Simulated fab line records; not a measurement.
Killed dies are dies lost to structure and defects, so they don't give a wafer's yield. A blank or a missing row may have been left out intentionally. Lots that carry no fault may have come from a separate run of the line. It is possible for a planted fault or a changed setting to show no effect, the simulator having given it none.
Problem report in the 8D (eight disciplines) form, filled by code | flow gf180mcu | the parts of the form that need people (team, actions taken, sign-off) are left out

== 1. WHAT IS WRONG ==
Wafers free of any fault read 2422 (standard deviation 13) for HV_LDD_TW at GF_HV_LDD_TW_MEAS_11, against a mean of 2504 on 6 wafers of 2 lots. That puts it +6.3 standard deviations away from the usual mean.
The first sign was on wafer L776.2 at day 12 09:15, on film metro-02. The record holds 36 wafers of 12 lots with a number at this step. By rule, "out" or "out of limits" means more than 4 standard deviations away from the usual mean. The other wafers with a number count as sound.

== 2. WHAT IT IS AND WHAT IT IS NOT ==
question                    | is                     | is not
which readings at this step | HV_LDD_TW              | -
which lots                  | L776, L778             | L768, L770, L771, L773, L784, L785, L786, L788, L790, L791
which wafers of those lots  | all that have a number | -
read on which gauges        | film metro-02          | film metro-01, film metro-04
when                        | from day 12 09:15      | up to then (12 sound wafers); but 18 sound wafers of L784, L785, L786, L788, L790, L791 came after

== 3. WHAT RULES OUT EACH SUSPECT ==
Counting: any tool at a process step up to the reading is kept as a suspect provided that every lot that is out went through it and no sound lot did after the first of them.
- the gauge at GF_HV_LDD_TW_MEAS_11 is ruled out. All the wafers that are out were read on film metro-02, but those of them that GF_HV_LDD_IMPLANT_09 has rows for are out there too, on other tools.
- implanter-01 at GF_HV_LDD_IMPLANT_09: ruled out as a lasting fault. Following L776 (day 12 09:01), the first lot on it that is out, the sound lots L790 were run on it.
Left after counting: nothing in the record.

== 4. THE CAUSE (what the simulator had put in) ==
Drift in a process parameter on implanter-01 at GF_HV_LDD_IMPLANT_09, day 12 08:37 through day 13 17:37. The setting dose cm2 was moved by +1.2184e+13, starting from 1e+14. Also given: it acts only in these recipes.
Counting ruled it out, wrongly: the rule takes a fault to strike every lot that its tool runs from its start on, and this one did not.

== 5. SEQUENCE OF EFFECTS, ordered by route ==
Rows list readings where the struck wafers' mean (over those with a number) sits beyond 3 standard deviations from the usual. Only readings for which the record gives a usual standard deviation are gone through. hours: the time from each lot's start at the first step in this table that gives one to its start at this step, as a median over the lots. sigmas: the change in usual standard deviations.
hours | step                    | reading            | usual        | on struck wafers | change     | sigmas
0     | GF_HV_LDD_IMPLANT_09    | dose ions cm2      | 9.999e+13    | 1.122e+14        | +1.219e+13 | +99 or more
0     | GF_HV_LDD_IMPLANT_09    | faraday current uA | 566          | 635              | +69        | +6.2
0     | GF_HV_LDD_TW_MEAS_11    | HV_LDD_TW          | 2422         | 2504             | +82        | +6.3
64    | GF_HV_LDD_RS_MEAS_53    | HV_LDD_RS          | 418.0 ohm/sq | 397.6            | -20.4      | -21
454   | GF_PASSIVATION_PROBE_99 | killed at other    | 0.0          | 1.0              | +1.0       | +4.5
Here are the process steps it includes:
- GF_HV_LDD_IMPLANT_09
- GF_PASSIVATION_PROBE_99
Later steps that measure or inspect, where all struck wafers having a row at the step show a number for every such reading and not one has moved that far: GF_V2_OVL_MEAS_15.

== 6. WHAT WOULD HAVE CAUGHT IT SOONER ==
In this record the first reading out of limits at a measuring or inspecting step was taken at day 12 09:15, 1 hour after the fault began at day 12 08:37.
Tool's own readings at GF_HV_LDD_IMPLANT_09, dose ions cm2, faraday current uA: out on all struck wafers the step has rows for; an alarm limit on them would have tripped on the first.
